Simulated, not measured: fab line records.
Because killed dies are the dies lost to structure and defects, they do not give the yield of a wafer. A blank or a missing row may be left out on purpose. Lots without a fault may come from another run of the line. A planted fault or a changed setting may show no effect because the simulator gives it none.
Comparing a struck lot with a sound one -- flow sky130 -- 35 steps out of a route of 708
Sound: the wafers L728.1, L728.2, L728.3. Struck: wafers L729.2, L729.3, L729.4. The cause comes at the end.
Per side, at each step with rows, come the tool, then ch with its chambers, and then its first start. Under that, the readings that differ: sound wafers -- struck wafers -- difference of the means -- sigmas: that difference in standard deviations of wafers without a fault.
alike: same words and numbers on both sides, and readings whose means sit less than 2 such deviations apart. not compared: any withheld reading, any reading some wafer has no value for, any bound like >300 that may hide the same value, and any number with overlapping values for which the record gives no deviation.
The two part at a step that has a row with sigmas, a row that says differs or no value, or rows on one side only. Non-overlapping numbers with no deviation appear without sigmas and do not part them. Lack of a reading on every wafer of one side parts them only where that side has two or more wafers.

first, 10 steps without rows for these wafers: SKY_GATE_OXIDE_COAT_05 (resist thk 1140 nm); SKY_GATE_OXIDE_SOFTBAKE_06 (time 60 s); SKY_GATE_OXIDE_EXPOSE_07 (exposes mask LVOM, target cd 600 nm); SKY_GATE_OXIDE_PEB_08; SKY_GATE_OXIDE_DEVELOP_09 (develop time 60 s); SKY_GATE_OXIDE_IMPLANT_11; SKY_GATE_OXIDE_WET_ETCH_12 (etches SiO2 in dHF, target depth 16.8 nm, time 336 s); SKY_GATE_OXIDE_STRIP_13 (strips in O2/N2); SKY_GATE_OXIDE_CLEAN_15 (cleans in SC1/SC2, time 150 s); SKY_GATE_OXIDE_OXIDATION_16 (stabilise 600 s, purge 300 s, target thk 3.57 nm).
SKY_POLY_GATE_CVD_00: deposits poly-Si, target thk 180 nm, time 720 s.
  sound on lpcvd-01 ch 1, day 14 10:32; struck on lpcvd-01 ch 1, day 14 18:54
reading,sound,struck,difference,sigmas
model.poly-Si_of_POLY_GATE_CVD_00.thk nm (nm),179 180.3 180.1,125 124 124.4,-55,
  alike: spike tc centre C
SKY_POLY_GATE_THK_MEAS_01:
  sound on film metro-04 at day 14 11:44; struck on film metro-04 at day 14 20:20
reading,sound,struck,difference,sigmas
POLY_GATE_CVD_00_THK (nm),179.0 180.3 180.1,125.1 124.1 124.4,-55.3,-35
  not compared: hold
then, 8 steps without rows for these wafers: SKY_RES_PROTECT_HMDS_01 (prime time 60 s); SKY_RES_PROTECT_COAT_02 (resist thk 1140 nm); SKY_RES_PROTECT_SOFTBAKE_03 (time 60 s); SKY_RES_PROTECT_EXPOSE_04 (exposes mask RPM, target cd 1270 nm); SKY_RES_PROTECT_PEB_05; SKY_RES_PROTECT_DEVELOP_06 (develop time 60 s); SKY_POLY_GATE_IMPLANT_02; SKY_RES_PROTECT_STRIP_07 (strips in O2/N2).
SKY_RES_PROTECT_CLEAN_09: cleans in SC1/SC2, time 150 s.
  sound on wet bench-04 ch 3, day 15 15:34; struck on wet bench-02 ch 1, day 15 23:34
reading,sound,struck,difference,sigmas
model.poly-Si_of_POLY_GATE_CVD_00.thk nm (nm),178.4 179.6 179.5,124.4 123.4 123.8,-55.3,
then, 11 steps without rows for these wafers: SKY_POLY_GATE_CVD_03 (deposits Si3N4 from DCS/NH3, target thk 75 nm, time 1290 s); SKY_POLY_GATE_DEHYDRATE_05 (time 60 s); SKY_POLY_GATE_HMDS_06 (prime time 60 s); SKY_POLY_GATE_COAT_07 (resist thk 110 nm); SKY_POLY_GATE_COAT_08 (resist thk 450 nm); SKY_POLY_GATE_SOFTBAKE_09 (time 90 s); SKY_POLY_GATE_EXPOSE_10 (exposes mask P1M, target cd 150 nm); SKY_POLY_GATE_PEB_11; SKY_POLY_GATE_DEVELOP_12 (develop time 60 s); SKY_POLY_GATE_ETCH_15 (etches BARC in N2/H2, stops on SiO2, time 118.5 s, target depth 110 nm); SKY_POLY_GATE_ETCH_16 (etches Si3N4 in CH3F/O2, stops on poly-Si, time 147.5 s, target depth 75 nm).
SKY_POLY_GATE_ETCH_17: etches poly-Si in HBr/Cl2, stops on SiO2, target depth 180 nm, time 70.5 s.
  sound on rie si-02 ch 1,2,3, day 16 22:41; struck on rie si-01 ch 1,2,3, day 17 05:07
reading,sound,struck,difference,sigmas
oes product au (a.u.),0.977 0.981 0.993,0.776 0.764 0.773,-0.213,-32
model.etch.depth nm (nm),176.3 179.6 177.8,124.4 123.4 123.8,-54.0,
model.POLY_GATE.feature depth nm (nm),176.3 179.6 177.8,124.4 123.4 123.8,-54.0,
  alike: drypump motor current A, rf fwd power W, throttle valve pct
  not compared: rf hours counter h
then, 1 step without rows for these wafers: SKY_POLY_GATE_STRIP_18 (strips in O2/N2).
-- here the record skips 29 days between the struck wafers' starts before and after, leaving off in module POLY_GATE and picking up in module PAD_OPEN (first step shown: number 708 of the route) --
SKY_PAD_OPEN_PROBE_99:
  sound on prober-01 at day 45 23:40; struck on prober-02 at day 46 08:50
reading,sound,struck,difference,sigmas
model.etest.res xhigh po.line ohm um,6152 6256 5761,5120 5241 5124,-895,
model.etest.res high po.line ohm um,779.7 762.6 753.7,947.2 960.8 967.9,+193.3,
model.etest.res poly.line ohm um,556.2 532.9 538.4,707.6 732.6 714.9,+175.9,
model.etest.res xhigh po.rs ohm sq,2098 2130 2010,1813 1816 1765,-281,
model.etest.tip sonos.rs ohm sq,2676 2589 2675,2455 2441 2443,-200,
model.etest.res high po.rs ohm sq,268.3 268.9 261,334.6 338 333.6,+69.3,
model.etest.licon high po.rc ohm,364.3 348.4 344.6,323.9 322.4 305,-35.3,
model.etest.res poly.rs ohm sq,50.45 50.12 48.63,65.51 66.92 65.69,+16.31,
  alike: killed_at_M0_to_M3, killed_at_M4_up, killed at contacts, killed at front end, killed at other, killed dies, killed open, killed short

WHERE THEY PART
First at SKY_POLY_GATE_THK_MEAS_01; last, within this record, at SKY_POLY_GATE_ETCH_17. Later steps at which nothing parts them and some readings are alike: SKY_PAD_OPEN_PROBE_99.

WHY: whatever the simulator had introduced
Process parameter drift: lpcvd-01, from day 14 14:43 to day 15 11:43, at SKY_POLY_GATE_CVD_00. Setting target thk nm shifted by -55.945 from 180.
